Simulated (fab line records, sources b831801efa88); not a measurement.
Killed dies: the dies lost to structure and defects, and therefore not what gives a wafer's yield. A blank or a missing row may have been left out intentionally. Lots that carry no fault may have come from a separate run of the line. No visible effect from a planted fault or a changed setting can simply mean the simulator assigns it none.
What tool caused it? | flow sky130 | 24 lots, 72 wafers sampled, at 5 steps of a route of 708

WHAT THE GAUGES SHOWED, per wafer
SKY_LDD_N_OVL_MEAS_07. Usual: LDD_N_OVL -1.4 nm, standard deviation 1.3.
lot  | measured     | on         | LDD_N_OVL (nm) | flag
L074 | day 17 14:43 | overlay-01 | 0.8 -2.4 -0.1  | 
L075 | day 17 20:07 | overlay-01 | -0.7 1.1 -1.1  | 
L076 | day 18 03:40 | overlay-01 | -1.0 -3.1 -2.5 | 
L079 | day 20 05:13 | overlay-01 | -0.8 -1.4 0.2  | 
L077 | day 20 08:49 | overlay-01 | -2.5 -3.0 -2.5 | 
L078 | day 20 09:13 | overlay-01 | -1.3 -2.6 -1.4 | 
L081 | day 20 13:13 | overlay-02 | -0.4 -1.6 -0.9 | 
L080 | day 20 14:31 | overlay-01 | -2.3 -3.6 -2.5 | 
L082 | day 20 18:28 | overlay-01 | -1.4 -2.3 -2.4 | 
L083 | day 22 10:02 | overlay-01 | -0.8 -2.4 -2.3 | 
L084 | day 22 12:08 | overlay-02 | -2.1 -0.7 -3.7 | 
L086 | day 22 12:22 | overlay-02 | -1.4 -1.5 -2.8 | 
L085 | day 22 13:01 | overlay-02 | 0.8 1.0 0.3    | 
L087 | day 22 15:10 | overlay-01 | -0.7 -1.2 -1.3 | 
L089 | day 22 21:10 | overlay-02 | -1.6 -3.3 0.0  | 
L088 | day 22 22:04 | overlay-02 | -0.2 -1.5 0.8  | 
L090 | day 23 11:25 | overlay-01 | -0.8 -2.1 -1.0 | 
L091 | day 23 15:34 | overlay-02 | -2.0 -1.9 -1.7 | 
L092 | day 24 01:46 | overlay-02 | -3.0 -1.2 -2.8 | 
L094 | day 24 15:34 | overlay-01 | -0.1 -1.9 -0.8 | 
L093 | day 24 18:13 | overlay-02 | -1.9 -1.9 -2.7 | 
L095 | day 24 19:49 | overlay-02 | -1.7 0.1 0.5   | 
L096 | day 25 13:25 | overlay-02 | -2.2 0.0 -2.4  | 
L097 | day 25 14:28 | overlay-01 | -2.8 -1.7 -0.8 | 

SKY_SD_N_RS_MEAS_16: a four-point-probe measurement. Usual: SD_N_RS 68.69 ohm/sq, standard deviation 0.11.
lot  | measured     | on           | SD_N_RS (ohm/sq)  | flag
L074 | day 27 16:55 | filmMetro-04 | 68.76 68.79 68.85 | 
L075 | day 27 20:38 | filmMetro-01 | 68.62 68.70 68.55 | 
L076 | day 28 01:26 | filmMetro-01 | 68.51 68.86 68.67 | 
L079 | day 30 04:12 | filmMetro-04 | 68.62 68.83 68.70 | 
L077 | day 30 06:40 | filmMetro-04 | 68.76 68.71 68.65 | 
L078 | day 30 08:03 | filmMetro-04 | 68.61 68.75 68.79 | 
L081 | day 30 09:20 | filmMetro-04 | 68.91 68.68 68.83 | 
L080 | day 30 11:11 | filmMetro-01 | 68.45 68.66 68.63 | 
L082 | day 30 18:17 | filmMetro-01 | 68.72 68.89 68.69 | 
L083 | day 32 04:40 | filmMetro-04 | 68.78 68.88 68.78 | 
L084 | day 32 04:58 | filmMetro-03 | 68.56 68.61 68.57 | 
L086 | day 32 07:05 | filmMetro-01 | 68.63 68.65 68.59 | 
L085 | day 32 09:09 | filmMetro-03 | 68.69 68.62 68.68 | 
L087 | day 32 09:32 | filmMetro-04 | 68.67 68.66 68.57 | 
L089 | day 32 15:52 | filmMetro-04 | 68.67 68.81 68.71 | 
L088 | day 32 16:50 | filmMetro-03 | 68.90 68.79 68.75 | 
L090 | day 33 03:12 | filmMetro-04 | 68.76 68.65 68.77 | 
L091 | day 33 07:04 | filmMetro-03 | 68.78 68.74 68.71 | 
L092 | day 33 17:12 | filmMetro-04 | 68.60 68.58 68.91 | 
L094 | day 34 05:17 | filmMetro-04 | 68.71 68.72 68.75 | 
L093 | day 34 08:25 | filmMetro-01 | 68.51 68.54 68.34 | 
L095 | day 34 10:00 | filmMetro-04 | 68.69 68.65 68.71 | 
L096 | day 35 00:55 | filmMetro-04 | 68.61 68.79 68.75 | 
L097 | day 35 02:39 | filmMetro-01 | 68.76 68.78 68.66 | 

SKY_CONTACT_RS_MEAS_25: a four-point-probe measurement. Usual: CONTACT_W_RS 0.338 ohm/sq, standard deviation 0.0079.
lot  | measured     | on           | CONTACT_W_RS (ohm/sq) | flag
L074 | day 31 12:32 | filmMetro-03 | 0.343 0.342 0.326     | 
L075 | day 31 15:44 | filmMetro-04 | 0.342 0.341 0.325     | 
L076 | day 31 23:47 | filmMetro-02 | 0.344 0.343 0.345     | 
L079 | day 33 18:59 | filmMetro-02 | 0.345 0.344 0.344     | 
L077 | day 34 00:01 | filmMetro-03 | 0.343 0.343 0.339     | 
L078 | day 33 23:44 | filmMetro-02 | 0.325 0.343 0.347     | 
L081 | day 34 00:21 | filmMetro-04 | 0.326 0.346 0.344     | 
L080 | day 34 02:05 | filmMetro-02 | 0.327 0.343 0.324     | 
L082 | day 34 08:05 | filmMetro-02 | 0.342 0.346 0.346     | 
L083 | day 35 16:59 | filmMetro-04 | 0.343 0.342 0.341     | 
L084 | day 35 17:14 | filmMetro-02 | 0.325 0.340 0.328     | 
L086 | day 35 20:50 | filmMetro-04 | 0.342 0.342 0.341     | 
L085 | day 35 22:47 | filmMetro-03 | 0.338 0.325 0.325     | 
L087 | day 35 23:08 | filmMetro-02 | 0.344 0.343 0.344     | 
L089 | day 36 05:10 | filmMetro-03 | 0.344 0.330 0.341     | 
L088 | day 36 06:25 | filmMetro-02 | 0.342 0.345 0.343     | 
L090 | day 36 16:07 | filmMetro-02 | 0.344 0.342 0.345     | 
L091 | day 36 19:26 | filmMetro-04 | 0.339 0.338 0.328     | 
L092 | day 37 05:25 | filmMetro-04 | 0.323 0.325 0.324     | 
L094 | day 37 16:22 | filmMetro-03 | 0.342 0.327 0.326     | 
L093 | day 37 21:30 | filmMetro-04 | 0.333 0.336 0.321     | 
L095 | day 37 22:52 | filmMetro-03 | 0.350 0.344 0.350     | 
L096 | day 38 12:46 | filmMetro-04 | 0.340 0.341 0.340     | 
L097 | day 38 14:38 | filmMetro-03 | 0.343 0.341 0.338     | 

EACH LOT AND THE TOOL THAT RAN IT (in order: tool; ch and the chambers of the sampled wafers; start)
lot  | SKY_CONTACT_CMP_04            | SKY_CONTACT_ETCH_16
L074 | cmp-01 ch 1,2,3, day 30 06:56 | rieDiel-01 ch 1,2,3, day 31 11:35
L075 | cmp-01 ch 2,3, day 30 10:28   | rieDiel-03 ch 0,1,2, day 31 14:46
L076 | cmp-01 ch 0,1,3, day 30 19:46 | rieDiel-01 ch 0,2,3, day 31 22:50
L079 | cmp-01 ch 0,2,3, day 32 14:14 | rieDiel-03 ch 1,2,3, day 33 18:05
L077 | cmp-02 ch 0,1,2, day 32 18:31 | rieDiel-02 ch 2,3, day 33 22:40
L078 | cmp-02 ch 0,2,3, day 32 18:46 | rieDiel-01 ch 0,2,3, day 33 22:50
L081 | cmp-01 ch 2,3, day 32 19:05   | rieDiel-03 ch 0,1,3, day 33 23:19
L080 | cmp-01 ch 0,1,3, day 32 21:23 | rieDiel-01 ch 0,1,2, day 34 01:04
L082 | cmp-02 ch 1,3, day 33 04:01   | rieDiel-01 ch 0,1, day 34 07:04
L083 | cmp-01 ch 2,3, day 34 13:17   | rieDiel-02 ch 0,2,3, day 35 15:56
L084 | cmp-01 ch 0,1, day 34 14:26   | rieDiel-03 ch 0,1, day 35 16:16
L086 | cmp-02 ch 0,3, day 34 16:48   | rieDiel-02 ch 2,3, day 35 19:50
L085 | cmp-01 ch 0,2, day 34 18:57   | rieDiel-01 ch 2,3, day 35 21:53
L087 | cmp-02 ch 0,1,2, day 34 19:28 | rieDiel-03 ch 0,2, day 35 22:10
L089 | cmp-01 ch 0,1,2, day 35 01:50 | rieDiel-02 ch 1,2, day 36 04:13
L088 | cmp-02 ch 0,2, day 35 02:30   | rieDiel-02 ch 1,2,3, day 36 05:25
L090 | cmp-01 ch 0,2,3, day 35 12:32 | rieDiel-03 ch 0,1, day 36 15:13
L091 | cmp-02 ch 0,1, day 35 16:24   | rieDiel-02 ch 0,1,3, day 36 18:31
L092 | cmp-01 ch 0,1,3, day 36 01:49 | rieDiel-01 ch 0,1, day 37 04:31
L094 | cmp-01 ch 2,3, day 36 13:16   | rieDiel-03 ch 0,2,3, day 37 15:26
L093 | cmp-02 ch 0,2,3, day 36 17:25 | rieDiel-03 ch 0,2, day 37 20:34
L095 | cmp-02 ch 0,2,3, day 36 19:02 | rieDiel-01 ch 1,2,3, day 37 21:53
L096 | cmp-01 ch 0,3, day 37 10:01   | rieDiel-02 ch 0,2,3, day 38 11:52
L097 | cmp-02 ch 0,1,2, day 37 10:51 | rieDiel-01 ch 0,2,3, day 38 13:44
- SKY_CONTACT_CMP_04: polishes SiO2.
- SKY_CONTACT_ETCH_16: etches BARC in N2/H2, stops on SiO2, time 45.9 s, target depth 60 nm.

WHAT THE TOOLS THEMSELVES READ (means of the sampled wafers that have a number; where no wafer has one, the mark that the record gives instead)
SKY_CONTACT_CMP_04. Usual: motorCurrentA 12.3 A, standard deviation 1.3; timeToEndpointS 79 s, standard deviation 4.4.
lot  | tool   | motorCurrentA (A) | timeToEndpointS (s) | flag
L074 | cmp-01 | 12.2              | 81                  | 
L075 | cmp-01 | 11.6              | 78                  | 
L076 | cmp-01 | 12.2              | 81                  | 
L079 | cmp-01 | 12.8              | 78                  | 
L077 | cmp-02 | 13.0              | 79                  | 
L078 | cmp-02 | 12.1              | 74                  | 
L081 | cmp-01 | 12.6              | 79                  | 
L080 | cmp-01 | 12.6              | 81                  | 
L082 | cmp-02 | 10.8              | 76                  | 
L083 | cmp-01 | 12.1              | 77                  | 
L084 | cmp-01 | 11.9              | 86                  | 
L086 | cmp-02 | 10.7              | 76                  | 
L085 | cmp-01 | 13.6              | 83                  | 
L087 | cmp-02 | 12.6              | 80                  | 
L089 | cmp-01 | 12.9              | 80                  | 
L088 | cmp-02 | 12.8              | 80                  | 
L090 | cmp-01 | 12.3              | 80                  | 
L091 | cmp-02 | 13.1              | 79                  | 
L092 | cmp-01 | 11.8              | 81                  | 
L094 | cmp-01 | 12.8              | 76                  | 
L093 | cmp-02 | 11.8              | 76                  | 
L095 | cmp-02 | 11.7              | 76                  | 
L096 | cmp-01 | 12.0              | 80                  | 
L097 | cmp-02 | 13.2              | 79                  | 

SKY_CONTACT_ETCH_16. Usual: drypumpMotorCurrentA 5.8 A, standard deviation 0.5; h2FlowSccm 200.0 sccm, standard deviation 0.59; oesProductAu 0.854 a.u., standard deviation 0.0047; throttleValvePct 13.226 %, standard deviation 0.0097.
lot  | tool       | drypumpMotorCurrentA (A) | h2FlowSccm (sccm) | oesProductAu (a.u.) | throttleValvePct (%) | flag
L074 | rieDiel-01 | 5.4                      | 200.4             | 0.857               | 13.218               | 
L075 | rieDiel-03 | 6.1                      | 199.8             | 0.854               | 13.225               | 
L076 | rieDiel-01 | 5.6                      | 200.0             | 0.857               | 13.233               | 
L079 | rieDiel-03 | 5.8                      | 200.0             | 0.856               | 13.233               | 
L077 | rieDiel-02 | 6.1                      | 200.4             | 0.856               | 13.227               | 
L078 | rieDiel-01 | 5.6                      | 199.8             | 0.858               | 13.225               | 
L081 | rieDiel-03 | 6.0                      | 200.3             | 0.855               | 13.229               | 
L080 | rieDiel-01 | 5.2                      | 200.3             | 0.853               | 13.224               | 
L082 | rieDiel-01 | 5.4                      | 200.5             | 0.854               | 13.228               | 
L083 | rieDiel-02 | 6.1                      | 200.2             | 0.849               | 13.227               | 
L084 | rieDiel-03 | 6.0                      | 200.3             | 0.856               | 13.220               | 
L086 | rieDiel-02 | 5.9                      | 199.8             | 0.859               | 13.226               | 
L085 | rieDiel-01 | 5.4                      | 199.9             | 0.854               | 13.230               | 
L087 | rieDiel-03 | 6.3                      | 200.5             | 0.858               | 13.233               | 
L089 | rieDiel-02 | 5.4                      | 199.6             | 0.856               | 13.232               | 
L088 | rieDiel-02 | 5.8                      | 200.0             | 0.847               | 13.221               | 
L090 | rieDiel-03 | 6.0                      | 199.4             | 0.851               | 13.215               | 
L091 | rieDiel-02 | 6.0                      | 200.0             | 0.856               | 13.222               | 
L092 | rieDiel-01 | 5.4                      | 200.2             | 0.853               | 13.227               | 
L094 | rieDiel-03 | 6.1                      | 200.1             | 0.852               | 13.222               | 
L093 | rieDiel-03 | 6.4                      | 199.8             | 0.851               | 13.221               | 
L095 | rieDiel-01 | 5.4                      | 200.3             | 0.854               | 13.219               | 
L096 | rieDiel-02 | 6.1                      | 200.0             | 0.860               | 13.229               | 
L097 | rieDiel-01 | 5.6                      | 199.6             | 0.850               | 13.219               | 

THE ANSWER, worked out from the rows above alone
Rule: a lot is off if the mean of its wafers that have a number lies more than 3 standard deviations from the usual mean. Also off: a lot with no number at a reading for which 4 or more lots have one. Where the step has rows for the other lots, those lots are counted as sound. First the gauges in route order, then the tools' own readings, where a lot's mean is used as printed above. The first step at which some lot is off is used, and at that step the reading that is off furthest; a lot without a number counts as furthest.
None of the lots is off at any reading shown; this tells nothing.

WHAT THE SIMULATOR PUT IN
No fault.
